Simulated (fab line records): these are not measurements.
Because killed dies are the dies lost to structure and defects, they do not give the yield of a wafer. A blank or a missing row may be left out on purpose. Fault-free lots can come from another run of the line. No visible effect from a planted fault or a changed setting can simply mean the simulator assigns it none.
The tool behind it: which one?    flow sky130    24 lots, 72 wafers sampled, at 3 steps of a route of 708

WHAT THE GAUGES SHOWED, per wafer
SKY_LI_CONTACT_BOW_MEAS_03. Usual: for LI_CONTACT_BOW the level is 56 um and the standard deviation is 6.6.
lot   measured      on             LI_CONTACT_BOW (um)  flag
L074  day 28 02:19  film-metro-03  43 55 64             
L075  day 28 13:13  film-metro-03  64 58 60             
L076  day 29 08:14  film-metro-01  68 66 63             
L077  day 29 12:55  film-metro-03  58 60 65             
L078  day 29 16:58  film-metro-03  59 51 60             
L079  day 30 00:42  film-metro-03  60 64 50             
L080  day 30 10:05  film-metro-04  50 57 55             
L081  day 30 13:40  film-metro-03  52 56 67             
L083  day 31 10:44  film-metro-03  62 59 51             
L082  day 31 11:49  film-metro-04  60 49 50             
L084  day 31 19:44  film-metro-01  58 51 54             
L085  day 32 04:14  film-metro-03  53 49 62             
L086  day 32 22:41  film-metro-03  50 63 51             
L087  day 33 00:35  film-metro-03  54 52 46             
L088  day 33 02:17  film-metro-01  60 58 55             
L089  day 33 04:34  film-metro-03  44 38 46             
L090  day 33 18:07  film-metro-04  66 44 64             
L091  day 33 18:58  film-metro-03  58 53 48             
L092  day 33 23:17  film-metro-01  45 57 56             
L093  day 34 14:46  film-metro-04  72 63 44             
L094  day 34 21:44  film-metro-01  53 56 55             
L095  day 35 09:42  film-metro-04  56 62 61             
L096  day 35 15:14  film-metro-01  56 62 63             
L097  day 35 18:53  film-metro-04  57 51 54             

SKY_VIA1_OVL_MEAS_13. Usual: for VIA1_OVL the level is -3 nm and the standard deviation is 5.1.
lot   measured      on          VIA1_OVL (nm)  flag
L074  day 34 03:40  overlay-02  -4 -7 -6       
L075  day 34 15:05  overlay-02  -6 -5 -5       
L076  day 35 07:11  overlay-02  -4 0 1         
L077  day 35 13:51  overlay-02  2 1 -1         
L078  day 35 15:40  overlay-02  -10 -8 -8      
L079  day 35 21:52  overlay-01  -9 -8 -2       
L080  day 36 08:28  overlay-02  0 -1 4         
L081  day 36 11:51  overlay-01  -5 -3 -10      
L083  day 37 08:34  overlay-01  0 1 -3         
L082  day 37 08:53  overlay-02  -4 -4 -7       
L084  day 37 16:03  overlay-01  -3 -2 -1       
L085  day 37 22:59  overlay-02  6 11 4         
L086  day 38 17:28  overlay-01  3 -2 -6        
L087  day 38 19:44  overlay-02  3 -2 4         
L088  day 38 20:53  overlay-02  -3 -8 -4       
L089  day 38 23:53  overlay-02  -11 -7 -10     
L090  day 39 12:10  overlay-01  -14 -14 -10    
L091  day 39 13:38  overlay-02  -11 -13 -5     
L092  day 39 16:22  overlay-02  -6 -5 -4       
L093  day 40 06:32  overlay-01  -6 -10 -2      
L094  day 40 11:21  overlay-01  -2 -2 3        
L095  day 41 00:05  overlay-01  4 1 3          
L096  day 41 05:30  overlay-01  4 -1 6         
L097  day 41 09:01  overlay-02  7 7 8          

TOOL THAT RAN EACH LOT (tool first, then ch and the chambers of the sampled wafers, then the start)
lot   SKY_LOCAL_INTERCONNECT_METAL_ETCH_14
L074  rie-metal-03 ch 0,1, day 30 13:07
L075  rie-metal-03 ch 0,1, day 30 23:23
L076  rie-metal-03 ch 0,1, day 31 17:14
L077  rie-metal-03 ch 0,1, day 31 23:35
L078  rie-metal-04 ch 0,1, day 32 02:37
L079  rie-metal-03 ch 0,1, day 32 10:12
L080  rie-metal-04 ch 0,1, day 32 19:20
L081  rie-metal-03 ch 1, day 32 22:24
L083  rie-metal-04 ch 0,1, day 33 19:30
L082  rie-metal-02 ch 0, day 33 20:02
L084  rie-metal-03 ch 0,1, day 34 03:33
L085  rie-metal-04 ch 0,1, day 34 11:56
L086  rie-metal-04 ch 0,1, day 35 06:50
L087  rie-metal-02 ch 0,1, day 35 08:35
L088  rie-metal-03 ch 0,1, day 35 09:46
L089  rie-metal-02 ch 1, day 35 11:53
L090  rie-metal-02 ch 0,1, day 36 01:36
L091  rie-metal-04 ch 0,1, day 36 02:56
L092  rie-metal-02 ch 0,1, day 36 06:32
L093  rie-metal-04 ch 0,1, day 36 20:53
L094  rie-metal-04 ch 0,1, day 37 03:35
L095  rie-metal-02 ch 0,1, day 37 16:26
L096  rie-metal-04 ch 0,1, day 37 22:09
L097  rie-metal-02 ch 0,1, day 38 01:02
- SKY_LOCAL_INTERCONNECT_METAL_ETCH_14: etches TiN in Cl2/BCl3, stops on PSG, target depth 110 nm, time 31.4 s.

AS READ BY THE TOOLS THEMSELVES (means over the sampled wafers that have a number; for cases with no such wafer, the mark the record gives instead)
SKY_LOCAL_INTERCONNECT_METAL_ETCH_14. Usual: drypump-motor-current-A 6.0 A, standard deviation 0.54; oes-product-au 0.941 a.u., standard deviation 0.0092; throttle-valve-pct 21.901 %, standard deviation 0.0096.
lot   tool          drypump-motor-current-A (A)  oes-product-au (a.u.)  throttle-valve-pct (%)  flag
L074  rie-metal-03  5.7                          0.945                  21.893                  
L075  rie-metal-03  6.2                          0.945                  21.895                  
L076  rie-metal-03  6.2                          0.955                  21.894                  
L077  rie-metal-03  6.2                          0.943                  21.902                  
L078  rie-metal-04  6.0                          0.953                  21.896                  
L079  rie-metal-03  6.2                          0.940                  21.905                  
L080  rie-metal-04  6.2                          0.951                  21.895                  
L081  rie-metal-03  6.7                          0.942                  21.900                  
L083  rie-metal-04  6.0                          0.932                  21.908                  
L082  rie-metal-02  6.3                          0.935                  21.904                  
L084  rie-metal-03  6.2                          0.928                  21.898                  
L085  rie-metal-04  6.2                          0.927                  21.915                  
L086  rie-metal-04  6.2                          0.958                  21.891                  
L087  rie-metal-02  5.8                          0.938                  21.903                  
L088  rie-metal-03  5.6                          0.925                  21.907                  
L089  rie-metal-02  5.6                          0.938                  21.902                  
L090  rie-metal-02  6.0                          0.934                  21.912                  
L091  rie-metal-04  6.2                          0.935                  21.906                  
L092  rie-metal-02  5.8                          0.943                  21.902                  
L093  rie-metal-04  6.2                          0.934                  21.909                  
L094  rie-metal-04  6.0                          0.949                  21.895                  
L095  rie-metal-02  6.0                          0.943                  21.897                  
L096  rie-metal-04  6.0                          0.942                  21.904                  
L097  rie-metal-02  5.8                          0.935                  21.900                  

THE ANSWER, worked out from the rows above alone
Rule: a lot counts as off when the mean over its wafers that have a number is more than 3 standard deviations away from the usual mean. Also off: a lot with no number at a reading for which 4 or more lots have one. All remaining lots with rows at the step are treated as sound. First the gauges in route order, then the tools' own readings, where a lot's mean is used as printed above. The first step at which some lot is off is used, and at that step the reading that is off furthest; a lot without a number counts as furthest.
None of the lots is off at any reading shown; this tells nothing.

WHAT HAD BEEN PUT IN BY THE SIMULATOR
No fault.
